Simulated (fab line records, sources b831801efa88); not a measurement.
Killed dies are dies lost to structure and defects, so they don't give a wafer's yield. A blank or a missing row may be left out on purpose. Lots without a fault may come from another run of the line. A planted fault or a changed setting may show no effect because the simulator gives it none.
Which tool did it? | flow sfq_line | 14 lots, 42 wafers sampled, at 1 step of a route of 325

WHAT THE GAUGES READ, wafer by wafer
The record holds no reading of a measuring or inspecting step that can be judged against a usual standard deviation.

WHICH TOOL RAN EACH LOT (tool, then ch and the chambers of the sampled wafers, then the start)
lot  | SFQ_TRILAYER_I3_VIA_LITHO_PEB_088
L175 | litho_track-01 ch 0, day 43 09:46
L176 | litho_track-01 ch 0, day 43 17:12
L177 | litho_track-04 ch 0, day 43 19:33
L178 | litho_track-03 ch 0, day 44 14:14
L179 | litho_track-04 ch 0, day 45 18:09
L186 | litho_track-01 ch 0, day 53 08:43
L187 | litho_track-01 ch 0, day 53 12:19
L189 | litho_track-04 ch 0, day 54 03:55
L190 | litho_track-04 ch 0, day 54 13:31
L192 | litho_track-04 ch 0, day 54 18:19
L194 | litho_track-04 ch 0, day 55 13:31
L196 | litho_track-04 ch 0, day 56 05:07
L197 | litho_track-03 ch 0, day 56 07:27
L198 | litho_track-03 ch 0, day 56 14:40
- SFQ_TRILAYER_I3_VIA_LITHO_PEB_088: peb time 60 s.

WHAT THE TOOLS THEMSELVES READ (means of the sampled wafers that have a number; where no wafer has one, the mark that the record gives instead)
SFQ_TRILAYER_I3_VIA_LITHO_PEB_088. Usual: chill_plate_temp_C 23.00 C, standard deviation 0.094; heater_power_total_W 79.15 W, standard deviation 0.07; plate_temp_C 114.99 C, standard deviation 0.12.
lot  | tool           | chill_plate_temp_C (C) | heater_power_total_W (W) | plate_temp_C (C) | flag
L175 | litho_track-01 | 22.98                  | 79.19                    | 115.06           |
L176 | litho_track-01 | 22.97                  | 79.11                    | 115.02           |
L177 | litho_track-04 | 22.97                  | 79.10                    | 114.87           |
L178 | litho_track-03 | 22.90                  | 79.08                    | 115.00           |
L179 | litho_track-04 | 23.01                  | 79.17                    | 114.95           |
L186 | litho_track-01 | 22.99                  | 77.21                    | 112.91           | OFF
L187 | litho_track-01 | 23.04                  | 77.17                    | 112.69           | OFF
L189 | litho_track-04 | 23.02                  | 79.19                    | 115.13           |
L190 | litho_track-04 | 22.94                  | 79.18                    | 115.03           |
L192 | litho_track-04 | 23.06                  | 79.20                    | 114.90           |
L194 | litho_track-04 | 22.89                  | 79.17                    | 115.06           |
L196 | litho_track-04 | 23.12                  | 79.13                    | 114.99           |
L197 | litho_track-03 | 22.98                  | 79.13                    | 115.20           |
L198 | litho_track-03 | 22.98                  | 79.15                    | 115.01           |

THE ANSWER, worked out from the rows above alone
Rule: a lot is off if the mean of its wafers that have a number lies more than 3 standard deviations from the usual mean. A lot without any number at a reading at which 4 lots or more have one is off too. The other lots that the step has rows for count as sound. The gauges are gone through in route order, then the tools' own readings, and for those a lot's mean is taken as printed above. The first step at which some lot is off is used, and at that step the reading that is off furthest; a lot without a number counts as furthest.
Off: L186, L187, at SFQ_TRILAYER_I3_VIA_LITHO_PEB_088 (heater_power_total_W).
A tool fits if, at that step or a process step before it, it ran every lot that is off, and no sound lot after the first of them. One fits: litho_track-01 at SFQ_TRILAYER_I3_VIA_LITHO_PEB_088. Its last sound lot is L176 (day 43 17:12), its first lot that is off L186 (day 53 08:43): a fault that began between those two fits.
The tool's own readings at SFQ_TRILAYER_I3_VIA_LITHO_PEB_088 bear it out: on the lots that are off they differ by more than 5 times the standard deviation of the sound lots' means. heater_power_total_W reads 77.19 W there against 79.15 W on the sound lots; plate_temp_C reads 112.80 C there against 115.02 C on the sound lots.

WHAT THE SIMULATOR HAD PUT IN
Process parameter drift: litho_track-01, from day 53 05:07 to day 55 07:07, at SFQ_TRILAYER_I3_VIA_LITHO_PEB_088. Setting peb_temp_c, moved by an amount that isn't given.
Lots struck among those shown: L186, L187. The rule above found the same.
